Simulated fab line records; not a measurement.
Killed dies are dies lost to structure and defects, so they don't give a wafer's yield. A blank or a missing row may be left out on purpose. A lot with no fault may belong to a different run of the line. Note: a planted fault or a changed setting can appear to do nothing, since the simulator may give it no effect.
2 desks looking at one fault || flow sky130 || each desk has only its own numbers; what lay behind them comes last

## THE METROLOGY DESK
Means of the sampled wafers that have a number, per lot and without regard to the tool the lot ran on: this is what the gauges read. The brackets show how far a lot's mean lies from the usual mean; more than 4 standard deviations puts the lot out of limits, marked OUT.
Columns: A = LDD_HVP_OVL at SKY_LDD_HVP_OVL_MEAS_07, usual 1.4 nm; B = SD_P_TW at SKY_SD_P_TW_MEAS_11, usual 2816; C = LI_CONTACT_W_RS at SKY_LI_CONTACT_RS_MEAS_22, usual 0.2871 ohm/sq; D = LI_CONTACT_W_THK at SKY_LI_CONTACT_THK_MEAS_23, usual 403 nm
{"lot": "L339", "first seen here": "day 21 12:08", "A": 4.4, "B": 2813, "C": 0.2902, "D": 397}
{"lot": "L342", "first seen here": "day 22 21:17", "A": 1.0, "B": 2798, "C": 0.2872, "D": 405}
{"lot": "L345", "first seen here": "day 24 10:03", "A": 1.2, "B": 2828, "C": 0.2875, "D": 411}
{"lot": "L344", "first seen here": "day 24 10:20", "A": 1.3, "B": 2806, "C": 0.2794, "D": 406}
{"lot": "L346", "first seen here": "day 24 11:26", "A": 0.2, "B": 2853, "C": 0.2862, "D": 408}
{"lot": "L348", "first seen here": "day 24 22:45", "A": 2.8, "B": 2844, "C": 0.2772, "D": 425}
{"lot": "L350", "first seen here": "day 25 16:34", "A": 2.0, "B": 2803, "C": 0.2793, "D": 423}
{"lot": "L358", "first seen here": "day 28 07:42", "A": 1.4, "B": 2795, "C": 0.2871, "D": 403}
{"lot": "L359", "first seen here": "day 28 14:11", "A": 1.7, "B": 2828, "C": 0.2885, "D": 402}
{"lot": "L360", "first seen here": "day 28 18:09", "A": 1.2, "B": 2797, "C": 0.2878, "D": 402}
{"lot": "L361", "first seen here": "day 29 00:54", "A": 2.3, "B": 2830, "C": 0.2863, "D": 408}
{"lot": "L362", "first seen here": "day 29 08:33", "A": 2.6, "B": 2805, "C": 0.2849, "D": 410}
This desk's finding: nothing out of limits on any of the 12 lots.

## DESK OF THE TOOL OWNER: cvd w-01
The tool's own readings at SKY_LI_CONTACT_CVD_21 (deposits W, target thk 400 nm, time 120.56 s): means of the sampled wafers that have a number, for each lot that ran on this tool. The brackets show how far a lot's mean lies from the usual mean; more than 4 standard deviations puts the lot out of limits, marked OUT.
Columns: A = heater power w at SKY_LI_CONTACT_CVD_21, usual 840 W
{"lot": "L339", "first seen here": "day 29 02:39", "A": 814}
{"lot": "L345", "first seen here": "day 31 18:35", "A": 820}
{"lot": "L346", "first seen here": "day 31 19:04", "A": 740}
{"lot": "L344", "first seen here": "day 31 19:51", "A": 799}
{"lot": "L348", "first seen here": "day 32 04:42", "A": 862}
{"lot": "L350", "first seen here": "day 32 22:29", "A": 830}
{"lot": "L358", "first seen here": "day 35 09:18", "A": 780}
{"lot": "L360", "first seen here": "day 35 16:52", "A": 829}
{"lot": "L361", "first seen here": "day 36 00:37", "A": 825}
This desk's finding: nothing out of limits on any of the 9 lots.

## TAKEN TOGETHER
From the metrology desk's view, nothing was out of limits.
The tool owner's desk saw nothing out of limits.

## WHAT THE SIMULATOR HAD PUT IN
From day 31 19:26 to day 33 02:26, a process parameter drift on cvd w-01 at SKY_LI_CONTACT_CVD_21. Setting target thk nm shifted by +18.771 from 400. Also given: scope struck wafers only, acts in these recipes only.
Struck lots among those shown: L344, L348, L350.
